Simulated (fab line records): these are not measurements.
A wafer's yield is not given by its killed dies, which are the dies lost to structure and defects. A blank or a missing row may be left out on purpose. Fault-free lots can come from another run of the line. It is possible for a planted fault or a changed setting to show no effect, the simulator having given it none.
A struck lot beside a sound one ; flow sky130 ; 13 out of 708 route steps
Sound: these wafers, L996.1, L996.2, L996.6. The struck wafers were L112.1, L112.4, L112.5. The cause is named last.
For every step that has rows: the tool of each side, followed by ch and its chambers, followed by its first start. Under that, the readings that differ: sound wafers ; struck wafers ; difference of the means ; sigmas: that difference in standard deviations of wafers without a fault.
alike: readings whose means differ by less than 2 such deviations, and words and numbers that are the same on both sides. not compared: withheld readings, readings that some wafer has no value for, bounds like >300 that may hide the same value, and numbers for which the record gives no deviation and whose values overlap.
Wherever a step has rows on one side only, a row that says differs or no value, or a row with sigmas, the two part there. Non-overlapping numbers with no deviation appear without sigmas and do not part them. Lack of a reading on every wafer of one side parts them only where that side has two or more wafers.

SKY_VIA1_CD_MEAS_12: target cd 150 nm.
  sound: cd_sem-02 at day 35 05:32; struck: cd_sem-01 at day 39 16:35
  alike: cd_nm
SKY_VIA1_OVL_MEAS_13:
  sound: overlay-02 at day 35 05:40; struck: overlay-02 at day 39 16:43
  alike: VIA1_OVL
SKY_VIA1_ETCH_14: etches BARC in N2/H2, stops on SiO2, time 45.9 s, target depth 60 nm.
  sound on rie_diel-03 ch 0,2, day 35 05:42; struck on rie_diel-02 ch 0,1, day 39 16:45
  alike: drypump_motor_current_A, oes_product_au, throttle_valve_pct
  not compared: rf_hours_counter_h
SKY_VIA1_ETCH_15: etches SiO2 in C4F8/O2/Ar, stops on TiN, target depth 351 nm, time 54 s.
  sound on rie_diel-03 ch 0,2, day 35 05:44; struck on rie_diel-02 ch 0,1, day 39 16:47
  alike: oes_product_au
  not compared: rf_hours_counter_h
SKY_VIA1_STRIP_16: strips in O2/N2.
  sound on plasma_asher-03 ch 0,1, day 35 05:47; struck on plasma_asher-01 ch 0,1, day 39 16:50
  alike: drypump_motor_current_A, oes_product_au, strip_time_to_endpoint_s
  not compared: rf_hours_counter_h
then, 3 steps without rows for these wafers: SKY_VIA1_STRIP_17 (strips in post etch residue remover, time 1200 s); SKY_VIA1_CLEAN_18 (cleans in IPA, time 180 s); SKY_VIA1_CLEAN_19 (cleans in O3/DIW).
SKY_VIA1_SPUTTER_20: material TiN, target thk 20 nm, time 80 s.
  sound: pvd_sputter-01 at day 35 06:25; struck: pvd_sputter-02 at day 39 17:26
  alike: throttle_valve_pct
SKY_VIA1_CVD_21: deposits W, target thk 270 nm, time 80.902 s.
  sound on cvd_w-01 ch 0,1, day 35 06:29; struck on cvd_w-01 ch 0,1, day 39 17:29
  alike: chamber_pressure_Torr, heater_power_w
SKY_VIA1_RS_MEAS_22: the measuring method here is four-point-probe.
  sound: film_metro-01 at day 35 06:34; struck: film_metro-04 at day 39 17:35
  alike: VIA1_W_RS
SKY_VIA1_THK_MEAS_23: measures by xrf.
  sound: film_metro-01 at day 35 06:41; struck: film_metro-04 at day 39 17:42
  alike: VIA1_W_THK
SKY_VIA1_CMP_24: polishes, stops on SiO2, t overpolish 15 s, target thk 0 nm.
  sound on cmp-01 ch 0,2,3, day 35 06:51; struck on cmp-02 ch 1,2,3, day 39 18:02
  no value came back on the struck wafers for any of 6 readings (edge_zone_pressure_frac, head_pressure_psi (psi) and others); on the sound wafers edge_zone_pressure_frac reads 0.997 0.993 1.007
reading;sound;struck;difference;sigmas
model.W_of_VIA1_CVD_21.thk_nm (nm);0 0 0;270.1 272.7 273.4;+272.1;
model.SiO2_of_VIA1_HDPCVD_00.thk_nm (nm);340 340.2 340.7;344.8 345.3 345.7;+5.0;

## WHERE THEY PART
Only at SKY_VIA1_CMP_24, within this record.

WHY: the cause the simulator had injected
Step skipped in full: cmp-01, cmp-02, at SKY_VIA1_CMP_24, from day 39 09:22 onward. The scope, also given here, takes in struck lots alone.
